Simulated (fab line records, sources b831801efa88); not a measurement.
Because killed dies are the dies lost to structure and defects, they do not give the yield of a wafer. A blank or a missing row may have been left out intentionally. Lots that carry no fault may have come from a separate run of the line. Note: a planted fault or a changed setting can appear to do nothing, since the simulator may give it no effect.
fab line records -- flow sky130
[record] lots = 7, wafers = 21, last_day = 50
route steps=708 shown LDD_HVN@268 LDD_HVP@278 PAD_OPEN@708
lots with no fault: from the same line, run without faults
start_h: hours from the record's first day to the start of the lot's first wafer shown -- wait_h: how many hours have passed since the lot's step before this one -- " the same as in the row above -- L1.1+2: a single row standing in for several wafers -- - no value, or no start given -- * or withheld: withheld -- < > ~ a bound
route shown NAME@n: names a module that has steps shown in the file, with the first one's number in the route -- usual: mean/standard deviation of fault-free wafers -- same: alike in all rows -- chamber/n: place in a boat -- sites: each site's reading -- _std_site: standard deviation across them -- _edge_site: the outer-site mean with the inner-site mean subtracted -- radius_mm: for every site, how far away it sits from the centre of the wafer -- mask NAME#n: copy n -- behind: tool/chamber where the wafer was last shaped -- hold: why the lot was held/for how many hours/how that ended -- device: names the non-switching transistor (n, p or np) -- end of line: at the end of the route, the tests of the same wafers -- a step without rows: its recipe alone -- killed: the dies lost at the first sort to structure and to defects; this is not the yield of the wafer -- map: a wafer's dies, x killed, . not, _ none there
set.NAME: the run value of the setting; set.NAME@STEP: its run value at that earlier step -- model.NAME: the simulator's own value behind a step, which no gauge read
lots at selected steps of the route; one table per step, one row per wafer
services: when a tool's chamber went out of use (start_h, in hours from the record's first day, below 0 if earlier), for how many hours, and the reason
[[steps]]
[step SKY_LDD_HVN_HMDS_01]
[recipe] prime_time_s = 60, prime_temp_c = 120
[step SKY_LDD_HVN_COAT_02]
[recipe] resist = NOVOLAK, spin_rpm = 3000, resist_thk_nm = 300
[step SKY_LDD_HVN_SOFTBAKE_03]
[recipe] temp_c = 90, time_s = 60, resist = NOVOLAK
[step SKY_LDD_HVN_EXPOSE_04]
[recipe] mask_id = HVNTM, na = 0.6, source_shape = conventional, sigma_outer = 0.6, polarization = unpolarized, target_cd_nm = 700, dose_mj = 127
[step SKY_LDD_HVN_PEB_05]
[recipe] temp_c = withheld, time_s = *, resist = NOVOLAK
[step SKY_LDD_HVN_DEVELOP_06]
[recipe] resist = NOVOLAK, developer = TMAH, develop_time_s = 60, dev_temp_c = 23
[step SKY_LDD_HVN_OVL_MEAS_07]
[usual] LDD_HVN_OVL = 0.2/1.2
lot.wafer,tool,chamber,start_h,wait_h,LDD_HVN_OVL[nm]
L604.2,overlay-01,-,501.48,0.1,-0.5
L604.4,overlay-01,-,501.48,0.1,-0.7
L604.5,overlay-01,-,501.48,0.1,-0.6
L611.1,overlay-02,-,567.76,0.1,0.6
L611.2,overlay-02,-,567.76,0.1,0.7
L611.4,overlay-02,-,567.76,0.1,0.7
L612.2,overlay-02,-,571.13,0.1,0.4
L612.3,overlay-02,-,571.13,0.1,-0.9
L612.4,overlay-02,-,571.13,0.1,-0.2
L613.1,overlay-02,-,579.18,0.1,-1.7
L613.3,overlay-02,-,579.18,0.1,0.0
L613.4,overlay-02,-,579.18,0.1,1.5
L614.2,overlay-02,-,584.13,0.1,0.5
L614.3,overlay-02,-,584.13,0.1,-0.7
L614.4,overlay-02,-,584.13,0.1,-0.9
L615.1,overlay-01,-,594.47,0.1,0.7
L615.2,overlay-01,-,594.47,0.1,0.4
L615.6,overlay-01,-,594.47,0.1,1.4
L622.1,overlay-01,-,656.57,0.1,3.4
L622.2,overlay-01,-,656.57,0.1,1.6
L622.3,overlay-01,-,656.57,0.1,3.1
[step SKY_LDD_HVN_IMPLANT_08]
[recipe] species = P, energy_kev = 60, dose_cm2 = 3.05e+13, tilt_deg = 40
[step SKY_LDD_HVN_STRIP_09]
[recipe] chemistry = O2/N2, power_w = 1400, pressure_mtorr = 1500, platen_temp_c = withheld, o2_flow_sccm = 3000, n2_flow_sccm = 300, overash_fraction = 0.5
[usual] drypump_motor_current_A = 5.98/0.27, oes_product_au = 0.408/0.0043, strip_time_to_endpoint_s = 4.135/0.015
lot.wafer,tool,chamber,start_h,wait_h,drypump_motor_current_A,oes_product_au,rf_hours_counter_h,strip_time_to_endpoint_s
L604.2,plasma_asher-03,1,501.66,0.1,5.77,0.403,63,4.162
L604.4,plasma_asher-03,0,501.66,0.1,6.32,0.409,-,4.172
L604.5,plasma_asher-03,1,501.66,0.1,5.77,0.411,-,4.149
L611.1,plasma_asher-03,1,567.94,0.1,5.77,0.409,70,4.140
L611.2,plasma_asher-03,0,567.94,0.1,6.29,0.402,70,4.125
L611.4,plasma_asher-03,1,567.94,0.1,5.77,0.406,-,4.135
L612.2,plasma_asher-02,1,571.31,0.1,6.04,0.411,14,4.130
L612.3,plasma_asher-02,0,571.31,0.1,5.94,0.406,-,4.161
L612.4,plasma_asher-02,1,571.31,0.1,6.03,0.406,-,4.139
L613.1,plasma_asher-03,0,579.36,0.1,6.31,0.411,71,4.126
L613.3,plasma_asher-03,1,579.36,0.1,5.77,0.407,-,4.144
L613.4,plasma_asher-03,0,579.36,0.1,6.34,0.415,-,4.116
L614.2,plasma_asher-02,1,584.31,0.1,6.00,0.411,15,4.145
L614.3,plasma_asher-02,0,584.31,0.1,5.92,0.409,-,4.124
L614.4,plasma_asher-02,1,584.31,0.1,6.00,0.408,-,4.140
L615.1,plasma_asher-03,0,594.66,0.1,6.33,0.408,72,4.125
L615.2,plasma_asher-03,1,594.66,0.1,5.78,0.405,72,4.126
L615.6,plasma_asher-03,1,594.66,0.1,5.78,0.416,-,4.154
L622.1,plasma_asher-02,1,656.76,0.1,6.02,0.405,23,4.123
L622.2,plasma_asher-02,0,656.76,0.1,5.95,0.409,23,4.111
L622.3,plasma_asher-02,0,656.76,0.1,5.96,0.417,-,4.107
[step SKY_LDD_HVN_TW_MEAS_10]
[usual] LDD_HVN_TW = 1428/6
lot.wafer,tool,chamber,start_h,wait_h,LDD_HVN_TW
L604.2,film_metro-03,-,501.77,0.1,1433
L604.4,film_metro-03,-,501.77,0.1,1428
L604.5,film_metro-03,-,501.77,0.1,1429
L611.1,film_metro-02,-,568.04,0.1,1422
L611.2,film_metro-02,-,568.04,0.1,1419
L611.4,film_metro-02,-,568.04,0.1,1429
L612.2,film_metro-04,-,571.42,0.1,1427
L612.3,film_metro-04,-,571.42,0.1,1427
L612.4,film_metro-04,-,571.42,0.1,1421
L613.1,film_metro-03,-,579.46,0.1,1440
L613.3,film_metro-03,-,579.46,0.1,1442
L613.4,film_metro-03,-,579.46,0.1,1448
L614.2,film_metro-04,-,584.42,0.1,1432
L614.3,film_metro-04,-,584.42,0.1,1432
L614.4,film_metro-04,-,584.42,0.1,1426
L615.1,film_metro-02,-,594.76,0.1,1424
L615.2,film_metro-02,-,594.76,0.1,1435
L615.6,film_metro-02,-,594.76,0.1,1427
L622.1,film_metro-02,-,656.86,0.1,1433
L622.2,film_metro-02,-,656.86,0.1,1429
L622.3,film_metro-02,-,656.86,0.1,1431
[step SKY_LDD_HVP_DEHYDRATE_00]
[recipe] temp_c = 200, time_s = 60
[step SKY_LDD_HVP_HMDS_01]
[recipe] prime_time_s = 60, prime_temp_c = 120
[step SKY_LDD_HVP_COAT_02]
[recipe] resist = NOVOLAK, spin_rpm = 3000, resist_thk_nm = 300
[usual] chill_plate_temp_C = 23.00/0.11, dispense_pressure_kPa = 52/5.1
lot.wafer,tool,chamber,start_h,wait_h,chill_plate_temp_C,dispense_pressure_kPa
L604.2,litho_track-04,0,517.11,0.1,23.08,48
L604.4,litho_track-04,0,517.11,0.1,23.14,48
L604.5,litho_track-04,0,517.11,0.1,22.97,48
L611.1,litho_track-03,0,582.88,0.1,22.98,48
L611.2,litho_track-03,0,582.88,0.1,22.99,48
L611.4,litho_track-03,0,582.88,0.1,22.92,48
L612.2,litho_track-01,-,585.55,0.1,-,-
L612.3,litho_track-01,-,585.55,0.1,-,-
L612.4,litho_track-01,-,585.55,0.1,-,-
L613.1,litho_track-04,-,594.34,0.1,-,-
L613.3,litho_track-04,-,594.34,0.1,-,-
L613.4,litho_track-04,-,594.34,0.1,-,-
L614.2,litho_track-04,-,599.31,0.1,-,-
L614.3,litho_track-04,-,599.31,0.1,-,-
L614.4,litho_track-04,-,599.31,0.1,-,-
L615.1,litho_track-03,0,608.38,0.1,23.10,48
L615.2,litho_track-03,0,608.38,0.1,23.18,48
L615.6,litho_track-03,0,608.38,0.1,23.12,48
L622.1,litho_track-03,0,670.78,0.1,23.10,48
L622.2,litho_track-03,0,670.78,0.1,23.10,48
L622.3,litho_track-03,0,670.78,0.1,23.01,48
[step SKY_LDD_HVP_SOFTBAKE_03]
[recipe] temp_c = 90, time_s = 60, resist = NOVOLAK
[step SKY_LDD_HVP_EXPOSE_04]
[recipe] mask_id = HVPTM, na = 0.6, source_shape = conventional, sigma_outer = 0.6, polarization = unpolarized, target_cd_nm = 700, dose_mj = 86
[step SKY_LDD_HVP_PEB_05]
[recipe] temp_c = withheld, time_s = *, resist = NOVOLAK
[step SKY_LDD_HVP_DEVELOP_06]
[recipe] resist = NOVOLAK, developer = TMAH, develop_time_s = 60, dev_temp_c = 23
[step SKY_LDD_HVP_OVL_MEAS_07]
[usual] LDD_HVP_OVL = 0.2/1.4
lot.wafer,tool,chamber,start_h,wait_h,LDD_HVP_OVL[nm]
L604.2,overlay-01,-,532.88,0.1,-0.6
L604.4,overlay-01,-,532.88,0.1,-0.3
L604.5,overlay-01,-,532.88,0.1,-0.6
L611.1,overlay-02,-,597.74,0.1,-0.5
L611.2,overlay-02,-,597.74,0.1,1.3
L611.4,overlay-02,-,597.74,0.1,-1.1
L612.2,overlay-01,-,600.38,0.1,-
L612.3,overlay-01,-,600.38,0.1,-
L612.4,overlay-01,-,600.38,0.1,-
L613.1,overlay-02,-,608.44,0.1,-
L613.3,overlay-02,-,608.44,0.1,-
L613.4,overlay-02,-,608.44,0.1,-
L614.2,overlay-01,-,613.59,0.1,-
L614.3,overlay-01,-,613.59,0.1,-
L614.4,overlay-01,-,613.59,0.1,-
L615.1,overlay-02,-,623.34,0.1,2.3
L615.2,overlay-02,-,623.34,0.1,1.1
L615.6,overlay-02,-,623.34,0.1,1.1
L622.1,overlay-01,-,685.17,0.1,0.2
L622.2,overlay-01,-,685.17,0.1,1.1
L622.3,overlay-01,-,685.17,0.1,-0.6
[step SKY_LDD_HVP_IMPLANT_08]
[recipe] species = B, energy_kev = 20, dose_cm2 = 1.7e+13, tilt_deg = 17.9
[step SKY_PAD_OPEN_PROBE_99]
[usual] killed_at_M0_to_M3 = 43/6.6, killed_at_M4_up = 3.4/1.8, killed_at_contacts = 24/4.9, killed_at_front_end = 15/4.1, killed_at_other = 0.3/0.55, killed_dies = 85/8.8, killed_on_rim = 17/3.7, killed_open = 46/6.1, killed_short = 39/5.7
[same] gross_dies = 492, killed_at_back_side = 0
lot.wafer,tool,chamber,start_h,wait_h,killed_at_M0_to_M3,killed_at_M4_up,killed_at_contacts,killed_at_front_end,killed_at_other,killed_dies,killed_on_rim,killed_open,killed_short
L604.2,prober-02,-,1102.06,0.1,42,5,28,16,0,91,15,52,39
L604.4,prober-02,-,1102.16,0.2,44,1,23,12,0,80,19,49,31
L604.5,prober-02,-,1102.21,0.2,46,3,19,16,1,85,8,46,39
L611.1,prober-01,-,1145.70,0.1,47,1,30,18,0,96,17,49,46
L611.2,prober-01,-,1145.75,0.1,49,5,19,13,0,86,14,47,39
L611.4,prober-01,-,1145.85,0.2,41,3,24,12,0,80,16,44,35
L612.2,prober-02,-,1149.46,0.1,35,3,31,423,0,492,96,49,34
L612.3,prober-02,-,1149.51,0.2,45,2,19,426,0,492,96,46,40
L612.4,prober-02,-,1149.56,0.2,51,1,17,423,0,492,96,46,36
L613.1,prober-01,-,1151.88,0.1,55,3,20,414,0,492,96,56,45
L613.3,prober-01,-,1151.98,0.2,46,4,22,418,2,492,96,45,50
L613.4,prober-01,-,1152.03,0.2,48,3,18,422,1,492,96,36,48
L614.2,prober-02,-,1155.25,0.1,49,3,26,414,0,492,96,50,39
L614.3,prober-02,-,1155.30,0.2,41,3,22,426,0,492,96,46,31
L614.4,prober-02,-,1155.35,0.2,38,1,27,426,0,492,96,37,41
L615.1,prober-01,-,1161.23,0.1,46,0,21,17,0,84,17,52,32
L615.2,prober-01,-,1161.28,0.1,48,3,25,8,0,84,12,45,39
L615.6,prober-01,-,1161.48,0.2,43,5,25,14,0,87,16,45,42
L622.1,prober-02,-,1198.16,0.1,41,8,21,9,0,79,15,43,35
L622.2,prober-02,-,1198.21,0.1,47,5,30,14,0,96,21,48,48
L622.3,prober-02,-,1198.26,0.2,58,2,18,18,0,96,20,55,40
// killed by level:class
L604.2 VIA1:geometric_particle:open=12 LI_CONTACT:geometric_particle:open=9 CONTACT:geometric_particle:open=8 VIA1:geometric_particle:short=6 CONTACT:geometric_particle:short=6 VIA2:geometric_particle:open=6 FIELD_ISO:geometric_particle:short=5 POLY_GATE:geometric_particle:open=4
L604.4 LI_CONTACT:geometric_particle:open=10 CONTACT:geometric_particle:open=8 VIA1:geometric_particle:open=8 VIA2:geometric_particle:open=7 METAL1:geometric_particle:short=5 METAL2:geometric_particle:short=5 VIA1:geometric_particle:short=5 FIELD_ISO:geometric_particle:open=3
L604.5 VIA2:geometric_particle:open=12 VIA1:geometric_particle:open=10 METAL2:geometric_particle:short=7 CONTACT:geometric_particle:open=6 POLY_GATE:geometric_particle:open=4 VIA2:geometric_particle:short=4 LI_CONTACT:geometric_particle:open=4 LOCAL_INTERCONNECT:geometric_particle:short=4
L611.1 VIA1:geometric_particle:open=13 CONTACT:geometric_particle:open=11 LOCAL_INTERCONNECT:geometric_particle:short=8 METAL1:geometric_particle:short=7 VIA2:geometric_particle:open=7 LI_CONTACT:geometric_particle:open=6 VIA3:geometric_particle:open=5 FIELD_ISO:geometric_particle:short=4
L611.2 VIA3:geometric_particle:open=10 METAL1:geometric_particle:short=7 VIA1:geometric_particle:open=7 LI_CONTACT:geometric_particle:open=6 VIA2:geometric_particle:open=6 VIA3:geometric_particle:short=5 CONTACT:geometric_particle:open=5 CONTACT:geometric_particle:short=4
L611.4 VIA1:geometric_particle:open=9 LI_CONTACT:geometric_particle:open=8 CONTACT:geometric_particle:open=7 VIA3:geometric_particle:open=6 VIA2:geometric_particle:open=6 VIA1:geometric_particle:short=5 METAL1:geometric_particle:short=5 POLY_GATE:geometric_particle:open=4
L612.2 LDD_HVP:area_expose=409 VIA1:geometric_particle:open=12 CONTACT:geometric_particle:open=11 LI_CONTACT:geometric_particle:open=8 LOCAL_INTERCONNECT:geometric_particle:short=8 VIA2:geometric_particle:open=6 METAL1:geometric_particle:short=5 VIA3:geometric_particle:open=5
L612.3 LDD_HVP:area_expose=406 VIA1:geometric_particle:open=13 METAL1:geometric_particle:short=7 FIELD_ISO:geometric_particle:open=6 LOCAL_INTERCONNECT:geometric_particle:short=6 VIA3:geometric_particle:short=5 VIA2:geometric_particle:open=5 CONTACT:geometric_particle:open=5
L612.4 LDD_HVP:area_expose=410 VIA1:geometric_particle:open=16 VIA2:geometric_particle:open=9 METAL2:geometric_particle:short=9 METAL1:geometric_particle:short=6 CONTACT:geometric_particle:open=5 LI_CONTACT:geometric_particle:open=5 VIA3:geometric_particle:open=5
L613.1 LDD_HVP:area_expose=391 VIA1:geometric_particle:open=11 METAL2:geometric_particle:short=10 LI_CONTACT:geometric_particle:open=9 VIA3:geometric_particle:open=8 POLY_GATE:geometric_particle:open=7 VIA2:geometric_particle:open=7 FIELD_ISO:geometric_particle:open=6
L613.3 LDD_HVP:area_expose=396 VIA1:geometric_particle:open=9 METAL1:geometric_particle:short=7 FIELD_ISO:geometric_particle:open=5 LOCAL_INTERCONNECT:geometric_particle:short=5 VIA1:geometric_particle:short=5 VIA3:geometric_particle:short=5 VIA3:geometric_particle:open=5
L613.4 LDD_HVP:area_expose=407 METAL1:geometric_particle:short=10 METAL2:geometric_particle:short=8 VIA2:geometric_particle:open=8 VIA1:geometric_particle:short=7 CONTACT:geometric_particle:open=6 LOCAL_INTERCONNECT:geometric_particle:short=5 VIA1:geometric_particle:open=5
L614.2 LDD_HVP:area_expose=403 VIA1:geometric_particle:open=16 CONTACT:geometric_particle:open=8 LI_CONTACT:geometric_particle:open=7 METAL2:geometric_particle:short=7 CONTACT:geometric_particle:short=6 VIA1:geometric_particle:short=5 VIA2:geometric_particle:open=5
L614.3 LDD_HVP:area_expose=415 CONTACT:geometric_particle:open=13 VIA1:geometric_particle:open=8 VIA3:geometric_particle:open=7 METAL1:geometric_particle:short=6 VIA2:geometric_particle:open=5 VIA1:geometric_particle:short=5 METAL2:geometric_particle:short=4
L614.4 LDD_HVP:area_expose=414 LI_CONTACT:geometric_particle:open=7 FIELD_ISO:geometric_particle:short=6 CONTACT:geometric_particle:open=6 VIA1:geometric_particle:open=6 METAL2:geometric_particle:short=6 LOCAL_INTERCONNECT:geometric_particle:short=5 VIA2:geometric_particle:open=5
L615.1 CONTACT:geometric_particle:open=12 VIA2:geometric_particle:open=11 VIA1:geometric_particle:open=8 METAL1:geometric_particle:short=6 FIELD_ISO:geometric_particle:open=5 POLY_GATE:geometric_particle:open=5 LOCAL_INTERCONNECT:geometric_particle:short=4 VIA2:geometric_particle:short=4
L615.2 LI_CONTACT:geometric_particle:open=11 METAL1:geometric_particle:short=7 VIA1:geometric_particle:short=7 VIA1:geometric_particle:open=7 CONTACT:geometric_particle:open=6 METAL2:geometric_particle:short=6 VIA3:geometric_particle:open=6 VIA2:geometric_particle:open=5
L615.6 VIA1:geometric_particle:open=11 CONTACT:geometric_particle:open=8 VIA2:geometric_particle:open=7 CONTACT:geometric_particle:short=6 METAL1:geometric_particle:short=6 METAL2:geometric_particle:short=6 POLY_GATE:geometric_particle:open=5 LOCAL_INTERCONNECT:geometric_particle:short=5
L622.1 VIA1:geometric_particle:open=9 VIA3:geometric_particle:open=9 CONTACT:geometric_particle:open=8 METAL4:geometric_particle:short=7 LOCAL_INTERCONNECT:geometric_particle:short=6 METAL2:geometric_particle:short=6 VIA2:geometric_particle:open=5 SPACER:geometric_particle:open=4
L622.2 CONTACT:geometric_particle:short=12 VIA1:geometric_particle:open=11 CONTACT:geometric_particle:open=8 METAL2:geometric_particle:short=7 VIA3:geometric_particle:open=7 LI_CONTACT:geometric_particle:open=6 VIA2:geometric_particle:open=6 VIA1:geometric_particle:short=5
L622.3 VIA1:geometric_particle:open=14 FIELD_ISO:geometric_particle:short=9 VIA2:geometric_particle:open=9 VIA3:geometric_particle:open=8 CONTACT:geometric_particle:open=6 METAL3:geometric_particle:short=6 LI_CONTACT:geometric_particle:open=5 FIELD_ISO:geometric_particle:open=4
// map L612.2 (x killed, . not)
__________xxxxxxxxxx_________
________xxxxxxxxxxxxxx_______
______xxxxxxxxxxxxxxxxxx_____
_____xxxxxxxxxxxxxxxxxxxx____
____xxxxxxxxxxxxxxxxxxxxxx___
___xxxxxxxxxxxxxxxxxxxxxxxx__
__xxxxxxxxxxxxxxxxxxxxxxxxxx_
_xxxxxxxxxxxxxxxxxxxxxxxxxxxx
_xxxxxxxxxxxxxxxxxxxxxxxxxxxx
_xxxxxxxxxxxxxxxxxxxxxxxxxxxx
_xxxxxxxxxxxxxxxxxxxxxxxxxxxx
_xxxxxxxxxxxxxxxxxxxxxxxxxxxx
_xxxxxxxxxxxxxxxxxxxxxxxxxxxx
_xxxxxxxxxxxxxxxxxxxxxxxxxxxx
_xxxxxxxxxxxxxxxxxxxxxxxxxxxx
__xxxxxxxxxxxxxxxxxxxxxxxxxx_
___xxxxxxxxxxxxxxxxxxxxxxxx__
____xxxxxxxxxxxxxxxxxxxxxx___
_____xxxxxxxxxxxxxxxxxxxx____
______xxxxxxxxxxxxxxxxxx_____
________xxxxxxxxxxxxxx_______
__________xxxxxxxxxx_________
// map L613.1 (x killed, . not)
__________xxxxxxxxxx_________
________xxxxxxxxxxxxxx_______
______xxxxxxxxxxxxxxxxxx_____
_____xxxxxxxxxxxxxxxxxxxx____
____xxxxxxxxxxxxxxxxxxxxxx___
___xxxxxxxxxxxxxxxxxxxxxxxx__
__xxxxxxxxxxxxxxxxxxxxxxxxxx_
_xxxxxxxxxxxxxxxxxxxxxxxxxxxx
_xxxxxxxxxxxxxxxxxxxxxxxxxxxx
_xxxxxxxxxxxxxxxxxxxxxxxxxxxx
_xxxxxxxxxxxxxxxxxxxxxxxxxxxx
_xxxxxxxxxxxxxxxxxxxxxxxxxxxx
_xxxxxxxxxxxxxxxxxxxxxxxxxxxx
_xxxxxxxxxxxxxxxxxxxxxxxxxxxx
_xxxxxxxxxxxxxxxxxxxxxxxxxxxx
__xxxxxxxxxxxxxxxxxxxxxxxxxx_
___xxxxxxxxxxxxxxxxxxxxxxxx__
____xxxxxxxxxxxxxxxxxxxxxx___
_____xxxxxxxxxxxxxxxxxxxx____
______xxxxxxxxxxxxxxxxxx_____
________xxxxxxxxxxxxxx_______
__________xxxxxxxxxx_________
[[services]]
tool,chamber,start_h,hours,kind
plasma_asher-03,-,574.38,0.4,repair
plasma_asher-03,-,596.13,0.7,repair
plasma_asher-03,-,597.59,18.5,repair
plasma_asher-02,-,600.76,0.3,repair
[[key]]
[first_sign] step = SKY_LDD_HVP_COAT_02, reading = tool_record, direction = missing
[effect] step = SKY_LDD_HVP_OVL_MEAS_07, reading = LDD_HVP_OVL, direction = missing
[effect] step = SKY_PAD_OPEN_PROBE_99, reading = killed_at_front_end, direction = up, sigmas = 99+, usual = 15, struck = 421
[more_kills_born_at] SKY_LDD_HVP_EXPOSE_04@iline_stepper-02 = 2426, SKY_LDD_HVP_EXPOSE_04@iline_stepper-01 = 1225
met_at SKY_LDD_HVP_COAT_02
struck_wafers L612.2,L612.3,L612.4,L613.1,L613.3,L613.4,L614.2,L614.3,L614.4
tester_left_out L612,L613,L614
onset_between 517.11 585.55
[fault] kind = skipped_step_whole, tool = litho_track-01,litho_track-04, chamber = -, onset_h = 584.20, steps = SKY_LDD_HVP_COAT_02, scope = struck_lots_only
// tester_left_out: of these lots the tester's yield and bins aren't shown, on N5 and GAA mostly nor the transistor test; their killed dies are dies lost to structure and defects alone, not to doping, threshold or leakage, so they don't give the yield
